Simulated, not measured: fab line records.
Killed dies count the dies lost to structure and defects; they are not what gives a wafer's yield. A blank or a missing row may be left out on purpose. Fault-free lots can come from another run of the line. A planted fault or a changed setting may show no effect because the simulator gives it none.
fab line records | flow sfqLine
record lots=5 wafers=23
route steps=325 shown M8@320
startH: hours from the record's opening day to when the first of the lot's shown wafers began | waitH: how many hours have passed since the lot's step before this one | " unchanged from the row above | L1.1+2: a single row standing in for several wafers | - no value, or no start was given | * or withheld: withheld | < > ~ a bound
route shown NAME@n: NAME is a module with steps in the file, n the number in the route of the first one | usual: mean and standard deviation over wafers with no fault | same: alike in all rows | chamber/n: place in a boat | sites: the reading at each site | _std_site: standard deviation of those values | _edge_site: the outer-site mean with the inner-site mean subtracted | radiusMm: for every site, how far away it sits from the centre of the wafer | mask NAME#n: copy n | behind: tool/chamber where the wafer was last shaped | hold: the reason the lot was held/the length of the hold in hours/how it ended | device: names the non-switching transistor (n, p or np) | end of line: the same wafers' tests at the end of the route | for a step that has no rows: nothing shown but its recipe | killed: not the wafer's yield, but the dies lost to structure and defects at the first sort | map: per-die view of a wafer (x killed, . not killed, _ where there is no die)
set.NAME: the run value of the setting; set.NAME@STEP: its run value at that earlier step | model.NAME: the simulator's own value behind a step, which no gauge read
one table per step and one row per wafer, for lots whose settings were changed on purpose
## steps
# step SFQ_TRILAYER_M8_DEP_EVAP_198
# recipe material=Pt angularSpreadDeg=1 targetThkNm=50 timeS=250 powerW=2000
# columns lot.wafer tool chamber startH waitH set.timeS model.Pt_of_TRILAYER_M8_DEP_EVAP_198.thkNm
L074.1 pvdSputter-02 - 1678.10 0.0 213.7 42.14
L074.2 " - " " 250 50.25
L074.3 " - " " 250 50.48
L074.4 " - " " 213.7 42.61
L074.5 " - " " 213.7 43.2
L077.1 pvdSputter-01 - 1708.88 0.0 271.9 55.17
L077.2 " - " " 271.9 54.89
L077.3 " - " " 250 50.74
L077.4 " - " " 250 49.86
L077.5 " - " " 271.9 55.28
L078.2 pvdSputter-02 - 1710.08 0.0 250 50.71
L078.3 " - " " 250 50.37
L078.4 " - " " 281.2 56.67
L078.5 " - " " 281.2 56.4
L078.6 " - " " 250 50
L079.1 pvdSputter-01 - 1717.28 0.0 223.2 44.31
L079.2 " - " " 250 50.3
L079.3 " - " " 250 49.96
L079.5 " - " " 250 50
L079.6 " - " " 223.2 44.23
L081.1 pvdSputter-01 - 1740.31 0.0 250 50
L081.4 " - " " 250 51.02
L081.6 " - " " 250 50.57
## key
split step=SFQ_TRILAYER_M8_DEP_EVAP_198 setting=timeS stated=250 by=wafer
response step=SFQ_TRILAYER_M8_DEP_EVAP_198 reading=model.Pt_of_TRILAYER_M8_DEP_EVAP_198.thkNm change=+0.526 per=1% r=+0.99
